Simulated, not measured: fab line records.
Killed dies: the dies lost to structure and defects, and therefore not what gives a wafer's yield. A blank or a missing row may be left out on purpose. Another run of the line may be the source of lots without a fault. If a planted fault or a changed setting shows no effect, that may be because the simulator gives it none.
A single fault, viewed from 2 desks -- flow sky130 -- every desk sees just its own numbers, and what lay behind them comes last

## THE TOOL OWNER'S DESK: hdpcvd-02
The tool's own readings at SKY_VIA2_HDPCVD_00 (deposits SiO2, target thk 1180 nm, time 196.7 s): means of the sampled wafers that have a number, for each lot that ran on this tool. A lot is out of limits, marked OUT, if its mean lies more than 4 standard deviations from the usual mean; the brackets give that distance.
Columns: A = run-length-s at SKY_VIA2_HDPCVD_00, usual 225.0 s
lot,first seen here,A
L673,day 35 03:28,225.5
L674,day 35 06:56,225.3
L676,day 35 19:23,225.6
L677,day 36 09:11,225.4
L679,day 37 03:48,225.5
L681,day 37 17:11,225.5
L682,day 38 02:05,225.8
L683,day 38 10:59,225.4
L692,day 41 05:11,241.8 (+27) OUT
This desk's verdict: out of limits on L692, starting with L692 at day 41 05:11 (run-length-s at SKY_VIA2_HDPCVD_00). In limits: L673, L674, L676, L677, L679, L681, L682, L683.

## AT THE METROLOGY DESK
Means of the sampled wafers that have a number, per lot and without regard to the tool the lot ran on: this is what the gauges read. A lot is out of limits, marked OUT, if its mean lies more than 4 standard deviations from the usual mean; the brackets give that distance.
Columns: A = VIA2_HDPCVD_THK at SKY_VIA2_THK_MEAS_01, usual 1176 nm
lot,first seen here,A
L673,day 35 03:36,1182
L674,day 35 07:01,1195
L675,day 35 14:03,1177
L676,day 35 19:31,1185
L677,day 36 09:19,1176
L679,day 37 03:55,1177
L681,day 37 17:19,1156
L682,day 38 02:13,1182
L683,day 38 11:08,1171
L687,day 40 07:15,1172
L692,day 41 05:19,1280 (+8.7) OUT
L695,day 41 17:45,1166
L696,day 41 20:09,1176
Per this desk, out of limits: L692; the first was L692, day 41 05:19 (VIA2_HDPCVD_THK at SKY_VIA2_THK_MEAS_01). In limits: L673, L674, L675, L676, L677, L679, L681, L682, L683, L687, L695, L696.

## PUT TOGETHER
The tool owner's desk could have raised an alarm at day 41 05:11, on L692.
L692 would have let the metrology desk raise an alarm at day 41 05:19.
Of the lots named, all ran SKY_VIA2_HDPCVD_00 on hdpcvd-02.

## WHAT THE SIMULATOR HAD PUT IN
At SKY_VIA2_HDPCVD_00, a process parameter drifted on hdpcvd-02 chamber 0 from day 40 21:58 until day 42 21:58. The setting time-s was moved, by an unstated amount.
Struck lots among those shown: L692.
Time in hours from fault onset to the first out-of-limits reading at each desk: tool owner's desk 7, metrology desk 7.
